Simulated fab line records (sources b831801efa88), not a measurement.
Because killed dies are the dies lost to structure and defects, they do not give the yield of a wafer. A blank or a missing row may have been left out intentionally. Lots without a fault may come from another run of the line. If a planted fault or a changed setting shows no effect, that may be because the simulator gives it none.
The tool behind it: which one? + flow sky130 + Sampling: 13 lots, 39 wafers, 6 of 708 route steps

== WHAT THE GAUGES SHOWED, per wafer ==
SKY_FIELD_ISO_THK_MEAS_02. Usual: for FIELD_ISO_OXIDATION_00_THK the level is 11.99 nm and the standard deviation is 0.22.
| lot  | measured    | on            | FIELD_ISO_OXIDATION_00_THK (nm) | flag |
|------|-------------|---------------|---------------------------------|------|
| L343 | day 1 14:10 | film_metro-02 | 11.89 11.82 11.76               |      |
| L344 | day 1 16:52 | film_metro-02 | 11.97 11.71 12.02               |      |
| L345 | day 1 22:13 | film_metro-03 | 12.02 11.93 12.10               |      |
| L348 | day 2 14:17 | film_metro-03 | 11.69 12.03 11.81               |      |
| L349 | day 2 17:38 | film_metro-02 | 12.22 12.03 12.26               |      |
| L353 | day 3 13:38 | film_metro-04 | 11.75 11.76 11.69               |      |
| L359 | day 4 20:28 | film_metro-04 | 12.10 12.01 12.07               |      |
| L360 | day 5 00:53 | film_metro-03 | 11.86 11.98 11.89               |      |
| L361 | day 5 05:38 | film_metro-02 | 12.07 12.04 12.05               |      |
| L362 | day 5 11:24 | film_metro-02 | 12.09 12.02 11.96               |      |
| L364 | day 5 21:44 | film_metro-03 | 11.97 12.00 11.85               |      |
| L365 | day 6 01:55 | film_metro-02 | 12.08 11.95 12.16               |      |
| L366 | day 6 06:38 | film_metro-02 | 12.54 12.36 12.17               |      |

SKY_VT_ADJUST_LVTN_OVL_MEAS_07. Usual: for VT_ADJUST_LVTN_OVL the level is -0.7 nm and the standard deviation is 1.2.
| lot  | measured     | on         | VT_ADJUST_LVTN_OVL (nm) | flag |
|------|--------------|------------|-------------------------|------|
| L343 | day 6 22:22  | overlay-01 | 1.0 -0.3 -1.3           |      |
| L344 | day 7 02:06  | overlay-02 | -2.7 -1.8 -3.3          |      |
| L345 | day 7 12:36  | overlay-02 | -1.8 -0.7 -1.5          |      |
| L348 | day 8 09:12  | overlay-01 | -1.5 -0.3 1.1           |      |
| L349 | day 8 13:25  | overlay-01 | - - -                   | OFF  |
| L353 | day 9 11:29  | overlay-02 | -0.7 -1.4 -1.2          |      |
| L359 | day 11 09:10 | overlay-02 | -0.4 0.6 1.5            |      |
| L360 | day 11 15:55 | overlay-02 | -0.9 0.3 0.6            |      |
| L361 | day 11 19:55 | overlay-01 | -1.6 -1.9 -1.4          |      |
| L362 | day 11 22:37 | overlay-01 | -1.3 -2.3 -1.5          |      |
| L364 | day 12 14:28 | overlay-01 | -0.3 0.3 -1.0           |      |
| L365 | day 12 19:01 | overlay-01 | 0.9 1.3 1.4             |      |
| L366 | day 13 06:38 | overlay-01 | -1.8 -1.9 -0.4          |      |

SKY_VT_ADJUST_LVTN_TW_MEAS_10. Usual: for VT_ADJUST_LVTN_TW the level is 241.9 and the standard deviation is 2.
| lot  | measured     | on            | VT_ADJUST_LVTN_TW | flag |
|------|--------------|---------------|-------------------|------|
| L343 | day 6 22:40  | film_metro-01 | 241.4 242.9 240.9 |      |
| L344 | day 7 02:23  | film_metro-03 | 241.1 241.3 241.4 |      |
| L345 | day 7 12:53  | film_metro-03 | 241.0 239.7 241.4 |      |
| L348 | day 8 09:29  | film_metro-03 | 241.6 242.0 242.3 |      |
| L349 | day 8 13:43  | film_metro-01 | 29.7 29.8 29.8    | OFF  |
| L353 | day 9 11:46  | film_metro-01 | 240.5 240.8 241.3 |      |
| L359 | day 11 09:28 | film_metro-04 | 244.8 244.3 245.9 |      |
| L360 | day 11 16:12 | film_metro-03 | 240.5 239.3 239.2 |      |
| L361 | day 11 20:13 | film_metro-01 | 241.0 241.0 242.3 |      |
| L362 | day 11 22:54 | film_metro-01 | 241.8 241.7 240.9 |      |
| L364 | day 12 14:55 | film_metro-03 | 238.4 239.2 239.3 |      |
| L365 | day 12 19:18 | film_metro-03 | 239.9 240.5 238.8 |      |
| L366 | day 13 06:55 | film_metro-03 | 240.9 240.7 242.2 |      |

== EACH LOT AND THE TOOL THAT RAN IT (in order: tool; ch and the chambers of the sampled wafers; start) ==
| lot  | SKY_FIELD_ISO_ETCH_17           | SKY_VT_ADJUST_HVTP_STRIP_10          | SKY_VT_ADJUST_LVTN_EXPOSE_04        |
|------|---------------------------------|--------------------------------------|-------------------------------------|
| L343 | rie_si-01 ch 1,2,3, day 2 08:13 | plasma_asher-02 ch 0,1, day 6 03:48  | iline_stepper-01 ch 0, day 6 13:29  |
| L344 | rie_si-01 ch 0,1,2, day 2 10:29 | plasma_asher-04 ch 1, day 6 06:53    | iline_stepper-02 ch 0, day 6 17:15  |
| L345 | rie_si-02 ch 0,1,2, day 2 16:22 | plasma_asher-02 ch 0,1, day 6 17:24  | iline_stepper-02 ch 0, day 7 02:31  |
| L348 | rie_si-02 ch 1,2, day 3 08:17   | plasma_asher-02 ch 0,1, day 7 12:48  | iline_stepper-01 ch 0, day 7 22:30  |
| L349 | rie_si-02 ch 0,1,2, day 3 12:29 | plasma_asher-03 ch 0,1, day 7 17:35  | iline_stepper-02 ch 0, day 8 03:35  |
| L353 | rie_si-01 ch 0,1,3, day 4 08:11 | plasma_asher-04 ch 1, day 8 14:13    | iline_stepper-02 ch 0, day 9 00:40  |
| L359 | rie_si-01 ch 0,2,3, day 5 16:55 | plasma_asher-03 ch 0,1, day 10 10:02 | iline_stepper-01 ch 0, day 10 21:14 |
| L360 | rie_si-02 ch 1,3, day 5 21:52   | plasma_asher-02 ch 0,1, day 10 15:28 | iline_stepper-02 ch 0, day 11 04:05 |
| L361 | rie_si-01 ch 0,1,2, day 6 02:43 | plasma_asher-04 ch 0,1, day 10 20:17 | iline_stepper-02 ch 0, day 11 08:41 |
| L362 | rie_si-01 ch 1,2,3, day 6 07:50 | plasma_asher-03 ch 0,1, day 10 23:29 | iline_stepper-02 ch 0, day 11 11:21 |
| L364 | rie_si-01 ch 1,3, day 6 18:08   | plasma_asher-04 ch 0,1, day 11 13:04 | iline_stepper-01 ch 0, day 12 01:15 |
| L365 | rie_si-02 ch 1,2, day 6 23:16   | plasma_asher-04 ch 0, day 11 18:23   | iline_stepper-01 ch 0, day 12 06:27 |
| L366 | rie_si-01 ch 0,1,2, day 7 03:58 | plasma_asher-03 ch 0,1, day 12 04:57 | iline_stepper-02 ch 0, day 12 18:01 |
- SKY_FIELD_ISO_ETCH_17: etches Si in HBr/Cl2/O2, target depth 342 nm, time 97.7 s.
- SKY_VT_ADJUST_HVTP_STRIP_10: strips in O2/N2.
- SKY_VT_ADJUST_LVTN_EXPOSE_04: exposes mask NWM COMPLEMENT LESS NATIVE, target cd 840 nm.

== WHAT THE TOOLS THEMSELVES READ (means of the sampled wafers that have a number; where no wafer has one, the mark that the record gives instead) ==
SKY_FIELD_ISO_ETCH_17. Usual: drypump_motor_current_A 5.6 A, standard deviation 0.42; oes_product_au 0.996 a.u., standard deviation 0.0079; throttle_valve_pct 25.660 %, standard deviation 0.01.
| lot  | tool      | drypump_motor_current_A (A) | oes_product_au (a.u.) | throttle_valve_pct (%) | flag |
|------|-----------|-----------------------------|-----------------------|------------------------|------|
| L343 | rie_si-01 | 5.5                         | 0.994                 | 25.659                 |      |
| L344 | rie_si-01 | 5.4                         | 0.991                 | 25.665                 |      |
| L345 | rie_si-02 | 5.9                         | 0.987                 | 25.663                 |      |
| L348 | rie_si-02 | 5.8                         | 0.997                 | 25.648                 |      |
| L349 | rie_si-02 | 5.8                         | 0.993                 | 25.656                 |      |
| L353 | rie_si-01 | 5.7                         | 0.994                 | 25.665                 |      |
| L359 | rie_si-01 | 5.5                         | 0.995                 | 25.652                 |      |
| L360 | rie_si-02 | 5.3                         | 0.994                 | 25.660                 |      |
| L361 | rie_si-01 | 5.4                         | 1.000                 | 25.653                 |      |
| L362 | rie_si-01 | 5.5                         | 0.996                 | 25.655                 |      |
| L364 | rie_si-01 | 5.7                         | 0.995                 | 25.662                 |      |
| L365 | rie_si-02 | 5.6                         | 0.994                 | 25.662                 |      |
| L366 | rie_si-01 | 5.4                         | 1.003                 | 25.645                 |      |

SKY_VT_ADJUST_HVTP_STRIP_10. Usual: drypump_motor_current_A 5.8 A, standard deviation 0.58; oes_product_au 0.711 a.u., standard deviation 0.0042; strip_time_to_endpoint_s 14.30 s, standard deviation 0.044.
| lot  | tool            | drypump_motor_current_A (A) | oes_product_au (a.u.) | strip_time_to_endpoint_s (s) | flag |
|------|-----------------|-----------------------------|-----------------------|------------------------------|------|
| L343 | plasma_asher-02 | 5.2                         | 0.715                 | 14.34                        |      |
| L344 | plasma_asher-04 | 5.3                         | 0.709                 | 14.27                        |      |
| L345 | plasma_asher-02 | 5.3                         | 0.711                 | 14.32                        |      |
| L348 | plasma_asher-02 | 5.3                         | 0.711                 | 14.34                        |      |
| L349 | plasma_asher-03 | 6.0                         | 0.714                 | 14.32                        |      |
| L353 | plasma_asher-04 | 5.3                         | 0.711                 | 14.28                        |      |
| L359 | plasma_asher-03 | 6.0                         | 0.712                 | 14.31                        |      |
| L360 | plasma_asher-02 | 5.3                         | 0.708                 | 14.27                        |      |
| L361 | plasma_asher-04 | 5.7                         | 0.713                 | 14.28                        |      |
| L362 | plasma_asher-03 | 6.0                         | 0.713                 | 14.29                        |      |
| L364 | plasma_asher-04 | 5.7                         | 0.710                 | 14.30                        |      |
| L365 | plasma_asher-04 | 6.6                         | 0.715                 | 14.28                        |      |
| L366 | plasma_asher-03 | 5.9                         | 0.716                 | 14.31                        |      |

== THE ANSWER, worked out from the rows above alone ==
Rule: a lot counts as off when the mean over its wafers that have a number is more than 3 standard deviations away from the usual mean. Also off: a lot with no number at a reading for which 4 or more lots have one. All remaining lots with rows at the step are treated as sound. First the gauges in route order, then the tools' own readings, where a lot's mean is used as printed above. The first step at which some lot is off is used, and at that step the reading that is off furthest; a lot without a number counts as furthest.
Off: L349, seen at SKY_VT_ADJUST_LVTN_OVL_MEAS_07 (VT_ADJUST_LVTN_OVL). Without a number there: L349.
If a tool, at a process step before that reading, ran all the lots that are off and no sound lot after the first of them, it fits. The gauges at SKY_VT_ADJUST_LVTN_OVL_MEAS_07 aren't tried: what is off there is off at SKY_VT_ADJUST_LVTN_TW_MEAS_10 too, on other tools, and a gauge's error can't cause that. None of those tried fits.

== WHAT THE SIMULATOR PUT IN ==
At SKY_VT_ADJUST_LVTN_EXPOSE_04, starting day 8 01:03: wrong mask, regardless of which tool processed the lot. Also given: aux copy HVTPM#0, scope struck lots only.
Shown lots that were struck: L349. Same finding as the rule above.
